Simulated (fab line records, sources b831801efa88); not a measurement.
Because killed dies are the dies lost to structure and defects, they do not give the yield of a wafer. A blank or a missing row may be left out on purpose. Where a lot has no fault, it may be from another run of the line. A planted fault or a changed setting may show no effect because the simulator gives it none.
fab line records -- flow sky130
[record] lots = 11, wafers = 33, last_day = 50
route steps=708 shown FIELD_ISO@3 NWELL@60 VT_ADJUST_NCORE@127 PAD_OPEN@708
lots untouched by any fault: they come from a run of this same line in which no faults occurred
start_h: hours from the record's opening day to when the first of the lot's shown wafers began -- wait_h: how many hours have passed since the lot's step before this one -- " same as the row above -- L1.1+2: a single row standing in for several wafers -- - value missing, or start not given -- * or withheld: withheld -- < > ~ a bound
route shown NAME@n: NAME is a module with steps in the file, n the number in the route of the first one -- usual: mean/standard deviation of fault-free wafers -- same: alike in all rows -- chamber/n: place in a boat -- sites: per-site readings -- _std_site: standard deviation across them -- _edge_site: the outer-site mean with the inner-site mean subtracted -- radius_mm: for every site, how far away it sits from the centre of the wafer -- mask NAME#n: copy n -- behind: the last tool/chamber to shape the wafer -- hold: cause of the lot's hold/its duration in hours/its outcome -- device: the n, p or np transistor that did not switch -- end of line: the tests these same wafers got at the end of their route -- step lacking rows: just its recipe -- killed: the dies lost at the first sort to structure and to defects; this is not the yield of the wafer -- map: a wafer's dies, x killed, . not, _ none there
set.NAME: the setting as run; set.NAME@STEP: as run at that earlier step -- model.NAME: the simulator's own value behind a step, which no gauge read
a sample of lots followed through the steps of the route, with each step as a table and each wafer as a row
services: from which hour (start_h, from the record's first day; less than 0 if before it) a tool's chamber was out of use, for how many hours, and why
[[steps]]
[step SKY_FIELD_ISO_THK_MEAS_02]
[recipe] reads = SiO2_of_FIELD_ISO_OXIDATION_01
[usual] FIELD_ISO_OXIDATION_00_THK = 12.13/0.19
lot.wafer,tool,chamber,start_h,wait_h,FIELD_ISO_OXIDATION_00_THK[nm]
L326.1,film_metro-04,-,18.41,0.0,12.06
L326.2,film_metro-04,-,18.41,0.0,12.22
L326.4,film_metro-04,-,18.41,0.0,11.99
L327.1,film_metro-02,-,22.70,0.0,12.11
L327.3,film_metro-02,-,22.70,0.0,11.95
L327.6,film_metro-02,-,22.70,0.0,12.08
L328.1,film_metro-04,-,26.63,0.0,12.38
L328.5,film_metro-04,-,26.63,0.0,12.34
L328.6,film_metro-04,-,26.63,0.0,12.31
L329.1,film_metro-02,-,32.13,0.0,12.20
L329.3,film_metro-02,-,32.13,0.0,12.14
L329.6,film_metro-02,-,32.13,0.0,12.20
L331.1,film_metro-04,-,41.63,0.0,12.03
L331.3,film_metro-04,-,41.63,0.0,12.19
L331.4,film_metro-04,-,41.63,0.0,12.18
L334.4,film_metro-02,-,57.55,0.0,11.91
L334.5,film_metro-02,-,57.55,0.0,11.86
L334.6,film_metro-02,-,57.55,0.0,12.09
L338.1,film_metro-02,-,77.20,0.0,12.28
L338.2,film_metro-02,-,77.20,0.0,12.17
L338.3,film_metro-02,-,77.20,0.0,12.24
L343.1,film_metro-01,-,101.93,0.0,12.16
L343.2,film_metro-01,-,101.93,0.0,12.33
L343.5,film_metro-01,-,101.93,0.0,12.30
L344.2,film_metro-01,-,106.94,0.0,12.27
L344.5,film_metro-01,-,106.94,0.0,12.13
L344.6,film_metro-01,-,106.94,0.0,12.16
L345.1,film_metro-02,-,111.80,0.0,11.94
L345.4,film_metro-02,-,111.80,0.0,11.98
L345.6,film_metro-02,-,111.80,0.0,12.14
L348.1,film_metro-04,-,127.95,0.0,12.17
L348.4,film_metro-04,-,127.95,0.0,12.15
L348.6,film_metro-04,-,127.95,0.0,12.25
[step SKY_NWELL_EXPOSE_07]
[recipe] mask_id = NWM, na = 0.6, source_shape = conventional, sigma_outer = 0.6, polarization = unpolarized, target_cd_nm = 840, dose_mj = 255
[usual] exposure_dose_mJ_cm2 = 254.95/0.27
[same] na = 0.6
lot.wafer,tool,chamber,start_h,wait_h,mask,exposure_dose_mJ_cm2
L326.1,iline_stepper-01,0,82.57,-,NWM#0,254.69
L326.2,iline_stepper-01,0,82.57,-,NWM#0,254.70
L326.4,iline_stepper-01,0,82.57,-,NWM#0,254.85
L327.1,iline_stepper-01,0,87.79,-,NWM#0,255.02
L327.3,iline_stepper-01,0,87.79,-,NWM#0,254.92
L327.6,iline_stepper-01,0,87.79,-,NWM#0,255.01
L328.1,iline_stepper-02,0,92.97,-,NWM#0,254.78
L328.5,iline_stepper-02,0,92.97,-,NWM#0,254.90
L328.6,iline_stepper-02,0,92.97,-,NWM#0,254.90
L329.1,iline_stepper-01,0,99.22,-,NWM#0,254.93
L329.3,iline_stepper-01,0,99.22,-,NWM#0,254.62
L329.6,iline_stepper-01,0,99.22,-,NWM#0,255.18
L331.1,iline_stepper-02,0,110.27,-,NWM#0,254.64
L331.3,iline_stepper-02,0,110.27,-,NWM#0,254.99
L331.4,iline_stepper-02,0,110.27,-,NWM#0,255.19
L334.4,iline_stepper-01,0,132.50,-,NWM_COMPLEMENT#0,255.10
L334.5,iline_stepper-01,0,132.50,-,NWM_COMPLEMENT#0,254.60
L334.6,iline_stepper-01,0,132.50,-,NWM_COMPLEMENT#0,254.91
L338.1,iline_stepper-01,0,153.61,-,NWM#0,254.70
L338.2,iline_stepper-01,0,153.61,-,NWM#0,254.65
L338.3,iline_stepper-01,0,153.61,-,NWM#0,254.72
L343.1,iline_stepper-02,0,182.27,-,NWM#0,254.79
L343.2,iline_stepper-02,0,182.27,-,NWM#0,255.32
L343.5,iline_stepper-02,0,182.27,-,NWM#0,254.85
L344.2,iline_stepper-01,0,185.73,-,NWM#0,255.29
L344.5,iline_stepper-01,0,185.73,-,NWM#0,254.83
L344.6,iline_stepper-01,0,185.73,-,NWM#0,255.27
L345.1,iline_stepper-02,0,190.16,-,NWM#0,255.50
L345.4,iline_stepper-02,0,190.16,-,NWM#0,255.39
L345.6,iline_stepper-02,0,190.16,-,NWM#0,255.18
L348.1,iline_stepper-01,0,211.89,-,NWM#0,255.14
L348.4,iline_stepper-01,0,211.89,-,NWM#0,255.23
L348.6,iline_stepper-01,0,211.89,-,NWM#0,254.99
[step SKY_NWELL_OVL_MEAS_10]
[usual] NWELL_00_OVL = 0.0/1.4
lot.wafer,tool,chamber,start_h,wait_h,NWELL_00_OVL[nm]
L326.1,overlay-01,-,91.19,-,1.8
L326.2,overlay-01,-,91.19,-,0.4
L326.4,overlay-01,-,91.19,-,-0.3
L327.1,overlay-02,-,95.89,-,0.6
L327.3,overlay-02,-,95.89,-,-0.2
L327.6,overlay-02,-,95.89,-,0.7
L328.1,overlay-02,-,101.44,-,0.7
L328.5,overlay-02,-,101.44,-,0.3
L328.6,overlay-02,-,101.44,-,1.3
L329.1,overlay-02,-,108.04,-,1.3
L329.3,overlay-02,-,108.04,-,0.3
L329.6,overlay-02,-,108.04,-,1.8
L331.1,overlay-01,-,118.99,-,0.6
L331.3,overlay-01,-,118.99,-,-1.3
L331.4,overlay-01,-,118.99,-,0.6
L334.4,overlay-02,-,141.86,-,-
L334.5,overlay-02,-,141.86,-,-
L334.6,overlay-02,-,141.86,-,-
L338.1,overlay-01,-,163.14,-,-1.2
L338.2,overlay-01,-,163.14,-,1.4
L338.3,overlay-01,-,163.14,-,1.9
L343.1,overlay-01,-,192.49,-,-0.9
L343.2,overlay-01,-,192.49,-,0.1
L343.5,overlay-01,-,192.49,-,-1.8
L344.2,overlay-01,-,194.84,-,0.0
L344.5,overlay-01,-,194.84,-,0.9
L344.6,overlay-01,-,194.84,-,1.4
L345.1,overlay-01,-,201.39,-,-0.8
L345.4,overlay-01,-,201.39,-,-2.3
L345.6,overlay-01,-,201.39,-,-1.3
L348.1,overlay-02,-,222.79,-,2.6
L348.4,overlay-02,-,222.79,-,1.6
L348.6,overlay-02,-,222.79,-,0.1
[step SKY_NWELL_TW_MEAS_15]
[usual] NWELL_TW = 1813/8.3
lot.wafer,tool,chamber,start_h,wait_h,NWELL_TW
L326.1,film_metro-02,-,91.78,0.1,1814
L326.2,film_metro-02,-,91.78,0.1,1809
L326.4,film_metro-02,-,91.78,0.1,1812
L327.1,film_metro-01,-,96.48,0.1,1804
L327.3,film_metro-01,-,96.48,0.1,1805
L327.6,film_metro-01,-,96.48,0.1,1801
L328.1,film_metro-03,-,102.03,0.1,1824
L328.5,film_metro-03,-,102.03,0.1,1817
L328.6,film_metro-03,-,102.03,0.1,1814
L329.1,film_metro-02,-,108.63,0.1,1817
L329.3,film_metro-02,-,108.63,0.1,1813
L329.6,film_metro-02,-,108.63,0.1,1807
L331.1,film_metro-03,-,119.58,0.1,1823
L331.3,film_metro-03,-,119.58,0.1,1818
L331.4,film_metro-03,-,119.58,0.1,1819
L334.4,film_metro-02,-,142.46,0.1,30
L334.5,film_metro-02,-,142.46,0.1,30
L334.6,film_metro-02,-,142.46,0.1,30
L338.1,film_metro-03,-,163.73,0.1,1807
L338.2,film_metro-03,-,163.73,0.1,1810
L338.3,film_metro-03,-,163.73,0.1,1812
L343.1,film_metro-03,-,193.08,0.1,1831
L343.2,film_metro-03,-,193.08,0.1,1820
L343.5,film_metro-03,-,193.08,0.1,1820
L344.2,film_metro-02,-,195.43,0.1,1826
L344.5,film_metro-02,-,195.43,0.1,1821
L344.6,film_metro-02,-,195.43,0.1,1818
L345.1,film_metro-01,-,201.97,0.1,1791
L345.4,film_metro-01,-,201.97,0.1,1806
L345.6,film_metro-01,-,201.97,0.1,1801
L348.1,film_metro-03,-,223.38,0.1,1825
L348.4,film_metro-03,-,223.38,0.1,1819
L348.6,film_metro-03,-,223.38,0.1,1810
[step SKY_NWELL_TW_MEAS_26]
[usual] NWELL_2_TW = 493.3/2.9
lot.wafer,tool,chamber,start_h,wait_h,NWELL_2_TW
L326.1,film_metro-01,-,109.78,0.1,493.9
L326.2,film_metro-01,-,109.78,0.1,492.7
L326.4,film_metro-01,-,109.78,0.1,493.5
L327.1,film_metro-02,-,114.68,0.1,493.9
L327.3,film_metro-02,-,114.68,0.1,494.1
L327.6,film_metro-02,-,114.68,0.1,493.0
L328.1,film_metro-01,-,120.23,0.1,489.9
L328.5,film_metro-01,-,120.23,0.1,491.5
L328.6,film_metro-01,-,120.23,0.1,489.8
L329.1,film_metro-03,-,127.63,0.1,494.6
L329.3,film_metro-03,-,127.63,0.1,497.2
L329.6,film_metro-03,-,127.63,0.1,495.6
L331.1,film_metro-03,-,137.88,0.1,493.3
L331.3,film_metro-03,-,137.88,0.1,491.6
L331.4,film_metro-03,-,137.88,0.1,493.0
L334.4,film_metro-03,-,162.41,0.1,1830.3
L334.5,film_metro-03,-,162.41,0.1,1818.8
L334.6,film_metro-03,-,162.41,0.1,1824.4
L338.1,film_metro-01,-,183.73,0.1,488.8
L338.2,film_metro-01,-,183.73,0.1,491.0
L338.3,film_metro-01,-,183.73,0.1,489.5
L343.1,film_metro-01,-,215.23,0.1,490.0
L343.2,film_metro-01,-,215.23,0.1,488.7
L343.5,film_metro-01,-,215.23,0.1,491.2
L344.2,film_metro-02,-,217.39,0.1,493.1
L344.5,film_metro-02,-,217.39,0.1,491.8
L344.6,film_metro-02,-,217.39,0.1,491.9
L345.1,film_metro-01,-,223.83,0.1,494.0
L345.4,film_metro-01,-,223.83,0.1,491.8
L345.6,film_metro-01,-,223.83,0.1,495.1
L348.1,film_metro-02,-,246.33,0.1,497.1
L348.4,film_metro-02,-,246.33,0.1,493.9
L348.6,film_metro-02,-,246.33,0.1,498.0
[step SKY_VT_ADJUST_NCORE_OVL_MEAS_08]
[usual] VT_ADJUST_NCORE_OVL = 0.0/1.4
lot.wafer,tool,chamber,start_h,wait_h,VT_ADJUST_NCORE_OVL[nm]
L326.1,overlay-02,-,186.84,0.1,-1.9
L326.2,overlay-02,-,186.84,0.1,-0.2
L326.4,overlay-02,-,186.84,0.1,-0.9
L327.1,overlay-02,-,192.84,0.1,0.7
L327.3,overlay-02,-,192.84,0.1,0.2
L327.6,overlay-02,-,192.84,0.1,1.1
L328.1,overlay-02,-,199.41,0.1,0.2
L328.5,overlay-02,-,199.41,0.1,0.9
L328.6,overlay-02,-,199.41,0.1,0.0
L329.1,overlay-02,-,208.11,0.1,1.2
L329.3,overlay-02,-,208.11,0.1,0.6
L329.6,overlay-02,-,208.11,0.1,1.5
L331.1,overlay-01,-,220.36,0.1,2.2
L331.3,overlay-01,-,220.36,0.1,1.7
L331.4,overlay-01,-,220.36,0.1,0.9
L334.4,overlay-01,-,250.86,0.1,-1.1
L334.5,overlay-01,-,250.86,0.1,-2.5
L334.6,overlay-01,-,250.86,0.1,-3.0
L338.1,overlay-02,-,275.41,0.1,0.5
L338.2,overlay-02,-,275.41,0.1,2.0
L338.3,overlay-02,-,275.41,0.1,0.3
L343.1,overlay-02,-,312.11,0.1,0.6
L343.2,overlay-02,-,312.11,0.1,-1.7
L343.5,overlay-02,-,312.11,0.1,0.5
L344.2,overlay-01,-,313.90,0.1,0.3
L344.5,overlay-01,-,313.90,0.1,1.6
L344.6,overlay-01,-,313.90,0.1,0.6
L345.1,overlay-01,-,321.01,0.1,-0.9
L345.4,overlay-01,-,321.01,0.1,-0.9
L345.6,overlay-01,-,321.01,0.1,0.0
L348.1,overlay-02,-,347.56,0.1,-0.6
L348.4,overlay-02,-,347.56,0.1,0.5
L348.6,overlay-02,-,347.56,0.1,-1.2
[step SKY_VT_ADJUST_NCORE_STRIP_10]
[recipe] chemistry = O2/N2, power_w = 1400, pressure_mtorr = 1500, platen_temp_c = withheld, o2_flow_sccm = 3000, n2_flow_sccm = 300, overash_fraction = 0.5
[usual] chamber_pressure_mTorr = 1500.2/1.4, drypump_motor_current_A = 5.4/0.45, oes_product_au = 0.716/0.0053, strip_time_to_endpoint_s = 14.17/0.046
lot.wafer,tool,chamber,start_h,wait_h,chamber_pressure_mTorr,drypump_motor_current_A,oes_product_au,rf_hours_counter_h,strip_time_to_endpoint_s
L326.1,plasma_asher-01,0,187.03,0.1,1499.8,5.9,0.728,48,14.17
L326.2,plasma_asher-01,1,187.03,0.1,1498.7,5.3,0.714,48,14.15
L326.4,plasma_asher-01,0,187.03,0.1,1500.3,5.9,0.713,-,14.14
L327.1,plasma_asher-02,0,193.03,0.1,1500.1,5.1,0.714,53,14.21
L327.3,plasma_asher-02,1,193.03,0.1,1499.9,5.0,0.718,-,14.23
L327.6,plasma_asher-02,1,193.03,0.1,1501.9,5.0,0.713,-,14.22
L328.1,plasma_asher-01,1,199.60,0.1,1499.0,5.3,0.704,49,14.23
L328.5,plasma_asher-01,1,199.60,0.1,1499.2,5.3,0.724,-,14.25
L328.6,plasma_asher-01,0,199.60,0.1,1500.8,5.9,0.715,-,14.21
L329.1,plasma_asher-03,1,208.30,0.1,1501.7,6.3,0.711,38,14.15
L329.3,plasma_asher-03,1,208.30,0.1,1499.2,6.4,0.716,-,14.20
L329.6,plasma_asher-03,1,208.30,0.1,1498.1,6.3,0.731,-,14.14
L331.1,plasma_asher-03,0,220.54,0.1,1500.3,5.6,0.709,39,14.14
L331.3,plasma_asher-03,1,220.54,0.1,1499.9,6.4,0.723,-,14.16
L331.4,plasma_asher-03,0,220.54,0.1,1498.2,5.5,0.713,-,14.13
L334.4,plasma_asher-01,1,251.06,0.1,1501.3,5.4,0.711,-,14.18
L334.5,plasma_asher-01,1,251.06,0.1,1502.1,5.4,0.717,-,14.14
L334.6,plasma_asher-01,0,251.06,0.1,1499.3,5.9,0.719,-,14.17
L338.1,plasma_asher-02,0,275.60,0.1,1502.2,5.1,0.714,61,14.16
L338.2,plasma_asher-02,1,275.60,0.1,1500.3,5.0,0.716,61,14.20
L338.3,plasma_asher-02,0,275.60,0.1,1500.4,5.1,0.711,-,14.17
L343.1,plasma_asher-02,1,312.30,0.1,1499.6,5.0,0.725,66,14.25
L343.2,plasma_asher-02,0,312.30,0.1,1499.4,5.1,0.714,66,14.20
L343.5,plasma_asher-02,1,312.30,0.1,1501.0,5.0,0.714,-,14.26
L344.2,plasma_asher-01,1,314.08,0.1,1499.3,5.3,0.723,61,14.16
L344.5,plasma_asher-01,0,314.08,0.1,1501.5,5.9,0.719,-,14.13
L344.6,plasma_asher-01,1,314.08,0.1,1499.6,5.3,0.707,-,14.13
L345.1,plasma_asher-02,0,321.19,0.1,1499.7,5.1,0.718,67,14.12
L345.4,plasma_asher-02,1,321.19,0.1,1501.7,5.0,0.721,-,14.08
L345.6,plasma_asher-02,1,321.19,0.1,1499.0,5.0,0.714,-,14.10
L348.1,plasma_asher-03,0,347.75,0.1,1499.5,5.6,0.720,48,14.17
L348.4,plasma_asher-03,1,347.75,0.1,1501.5,6.4,0.718,-,14.15
L348.6,plasma_asher-03,1,347.75,0.1,1501.6,6.4,0.726,-,14.11
[step SKY_PAD_OPEN_PROBE_99]
[usual] killed_at_M0_to_M3 = 44/7.8, killed_at_M4_up = 3.1/1.7, killed_at_contacts = 25/5.1, killed_at_front_end = 15/4.4, killed_at_other = 0.5/0.68, killed_dies = 88/9.9, killed_on_rim = 17/3.9, killed_open = 48/6.9, killed_short = 39/6.5
[same] gross_dies = 492, killed_at_back_side = 0
lot.wafer,tool,chamber,start_h,wait_h,killed_at_M0_to_M3,killed_at_M4_up,killed_at_contacts,killed_at_front_end,killed_at_other,killed_dies,killed_on_rim,killed_open,killed_short
L328.1,prober-01,-,1090.08,0.1,38,2,25,13,1,79,10,46,33
L328.5,prober-01,-,1090.28,0.2,59,2,24,18,0,103,15,55,48
L328.6,prober-01,-,1090.33,0.2,43,2,24,15,0,84,14,46,37
L329.1,prober-02,-,1094.36,0.1,38,5,22,25,1,91,18,58,33
L329.3,prober-02,-,1094.46,0.2,52,2,30,10,0,94,11,52,42
L329.6,prober-02,-,1094.61,0.2,45,2,29,16,1,93,19,61,32
L331.1,prober-02,-,1108.97,0.1,69,4,23,12,1,109,23,61,47
L331.3,prober-02,-,1109.07,0.2,57,4,26,16,2,105,26,63,41
L331.4,prober-02,-,1109.12,0.2,43,5,19,13,1,81,19,44,36
L334.4,prober-01,-,1132.74,0.2,48,5,20,418,1,492,96,52,36
L334.5,prober-01,-,1132.79,0.2,28,2,30,431,1,492,96,50,28
L334.6,prober-01,-,1132.84,0.2,44,1,33,414,0,492,96,47,42
L338.1,prober-01,-,1148.92,0.1,50,2,23,17,0,92,22,52,37
L338.2,prober-01,-,1148.97,0.1,50,5,35,23,0,113,20,65,48
L338.3,prober-01,-,1149.02,0.2,45,1,18,23,0,87,17,42,45
// killed by level:class
L328.1 VIA1:geometric_particle:open=11 LI_CONTACT:geometric_particle:open=8 FIELD_ISO:geometric_particle:short=7 CONTACT:geometric_particle:open=7 VIA3:geometric_particle:open=6 VIA2:geometric_particle:open=5 METAL1:geometric_particle:short=5 LI_CONTACT:geometric_particle:short=4
L328.5 VIA1:geometric_particle:open=13 VIA3:geometric_particle:open=12 CONTACT:geometric_particle:open=11 METAL2:geometric_particle:short=9 VIA2:geometric_particle:short=7 POLY_GATE:geometric_particle:short=5 LI_CONTACT:geometric_particle:open=5 METAL1:geometric_particle:short=5
L328.6 CONTACT:geometric_particle:open=10 VIA1:geometric_particle:open=10 VIA2:geometric_particle:open=8 LI_CONTACT:geometric_particle:open=7 METAL2:geometric_particle:short=6 VIA3:geometric_particle:short=5 POLY_GATE:geometric_particle:short=4 CONTACT:geometric_particle:short=4
L329.1 VIA1:geometric_particle:open=11 LI_CONTACT:geometric_particle:open=9 CONTACT:geometric_particle:open=9 FIELD_ISO:geometric_particle:short=8 VIA2:geometric_particle:open=7 POLY_GATE:geometric_particle:open=6 POLY_GATE:geometric_particle:short=4 VIA3:geometric_particle:open=4
L329.3 CONTACT:geometric_particle:open=11 VIA1:geometric_particle:open=10 METAL1:geometric_particle:short=9 VIA3:geometric_particle:open=7 LI_CONTACT:geometric_particle:open=6 LOCAL_INTERCONNECT:geometric_particle:short=6 VIA2:geometric_particle:open=6 METAL2:geometric_particle:short=5
L329.6 VIA1:geometric_particle:open=13 VIA2:geometric_particle:open=10 CONTACT:geometric_particle:open=10 LI_CONTACT:geometric_particle:open=8 VIA1:geometric_particle:short=7 VIA3:geometric_particle:open=6 FIELD_ISO:geometric_particle:open=4 LOCAL_INTERCONNECT:geometric_particle:short=4
L331.1 VIA1:geometric_particle:open=19 VIA3:geometric_particle:open=10 VIA1:geometric_particle:short=10 LI_CONTACT:geometric_particle:open=8 CONTACT:geometric_particle:open=7 METAL1:geometric_particle:short=6 CONTACT:geometric_particle:short=5 VIA2:geometric_particle:open=5
L331.3 VIA1:geometric_particle:open=20 LI_CONTACT:geometric_particle:open=11 VIA1:geometric_particle:short=11 FIELD_ISO:geometric_particle:open=7 VIA3:geometric_particle:open=7 CONTACT:geometric_particle:open=6 CONTACT:geometric_particle:short=4 VIA2:geometric_particle:short=4
L331.4 CONTACT:geometric_particle:open=10 VIA1:geometric_particle:open=8 VIA3:geometric_particle:open=6 METAL2:geometric_particle:short=5 VIA2:geometric_particle:open=5 VIA3:geometric_particle:short=5 FIELD_ISO:geometric_particle:short=4 VIA1:geometric_particle:short=4
L334.4 NWELL:area_expose=403 VIA3:geometric_particle:open=14 VIA1:geometric_particle:open=9 LI_CONTACT:geometric_particle:open=7 VIA2:geometric_particle:short=6 VIA2:geometric_particle:open=6 FIELD_ISO:geometric_particle:open=5 CONTACT:geometric_particle:open=5
L334.5 NWELL:area_expose=412 LI_CONTACT:geometric_particle:open=13 VIA1:geometric_particle:open=9 CONTACT:geometric_particle:open=8 FIELD_ISO:geometric_particle:short=7 FIELD_ISO:geometric_particle:open=5 POLY_GATE:geometric_particle:open=5 VIA3:geometric_particle:open=5
L334.6 NWELL:area_expose=403 LI_CONTACT:geometric_particle:open=14 VIA1:geometric_particle:open=12 LI_CONTACT:geometric_particle:short=7 CONTACT:geometric_particle:open=6 METAL1:geometric_particle:short=6 CONTACT:geometric_particle:short=5 VIA3:geometric_particle:open=5
L338.1 VIA1:geometric_particle:open=12 VIA3:geometric_particle:open=10 VIA2:geometric_particle:open=10 VIA1:geometric_particle:short=7 CONTACT:geometric_particle:open=6 FIELD_ISO:geometric_particle:short=5 LI_CONTACT:geometric_particle:short=5 METAL2:geometric_particle:short=5
L338.2 CONTACT:geometric_particle:open=15 VIA1:geometric_particle:open=12 VIA2:geometric_particle:open=9 CONTACT:geometric_particle:short=9 VIA1:geometric_particle:short=9 FIELD_ISO:geometric_particle:open=8 FIELD_ISO:geometric_particle:short=7 LI_CONTACT:geometric_particle:open=7
L338.3 VIA1:geometric_particle:open=12 METAL2:geometric_particle:short=8 LI_CONTACT:geometric_particle:open=7 METAL1:geometric_particle:short=7 VIA2:geometric_particle:open=7 FIELD_ISO:geometric_particle:short=6 POLY_GATE:geometric_particle:short=6 CONTACT:geometric_particle:open=6
[[services]]
tool,chamber,start_h,hours,kind
iline_stepper-02,-,97.66,1.7,pm
plasma_asher-03,-,98.55,0.9,repair
iline_stepper-02,0,104.74,-,calibration
iline_stepper-01,0,138.77,-,calibration
plasma_asher-01,-,139.17,2.2,repair
iline_stepper-02,-,156.70,3.8,repair
plasma_asher-03,-,176.04,9.6,pm
plasma_asher-03,-,249.57,1.1,repair
iline_stepper-02,-,254.06,2.2,repair
plasma_asher-03,-,256.39,6.4,repair
iline_stepper-01,-,261.41,2.1,pm
iline_stepper-01,-,263.50,-,consumable_replace:lamp
iline_stepper-01,-,265.76,1.7,pm
plasma_asher-01,-,277.42,3.7,repair
plasma_asher-03,-,285.83,14.6,pm
iline_stepper-01,-,286.49,2.8,repair
plasma_asher-03,-,300.43,15.6,pm
iline_stepper-02,-,305.94,4.4,pm
iline_stepper-02,-,315.84,1.7,pm
iline_stepper-01,-,319.72,4.4,pm
iline_stepper-02,0,330.43,-,calibration
iline_stepper-02,-,342.34,5.6,repair
plasma_asher-02,-,345.82,1.3,repair
[[key]]
[first_sign] step = SKY_NWELL_EXPOSE_07, reading = mask, direction = changed
[effect] step = SKY_NWELL_OVL_MEAS_10, reading = NWELL_00_OVL, direction = missing
[effect] step = SKY_NWELL_TW_MEAS_15, reading = NWELL_TW, direction = down, sigmas = 99+, usual = 1813, struck = 30
[effect] step = SKY_NWELL_TW_MEAS_26, reading = NWELL_2_TW, direction = up, sigmas = 99+, usual = 493.3, struck = 1824.5
[effect] step = SKY_PAD_OPEN_PROBE_99, reading = killed_at_front_end, direction = up, sigmas = 91, usual = 15, struck = 421
[more_kills_born_at] SKY_NWELL_EXPOSE_07@iline_stepper-01 = 1218
met_at SKY_NWELL_EXPOSE_07
struck_lots L334
tester_left_out L334
not_acting_at SKY_FIELD_ISO_THK_MEAS_02,SKY_VT_ADJUST_NCORE_OVL_MEAS_08,SKY_VT_ADJUST_NCORE_STRIP_10
onset_between 99.22 132.50
[fault] kind = wrong_mask, tool = any, chamber = -, onset_h = 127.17, steps = SKY_NWELL_EXPOSE_07, aux_copy = NWM_COMPLEMENT#0, scope = struck_lots_only
// tester_left_out: of these lots the tester's yield and bins aren't shown, on N5 and GAA mostly nor the transistor test; their killed dies are dies lost to structure and defects alone, not to doping, threshold or leakage, so they don't give the yield
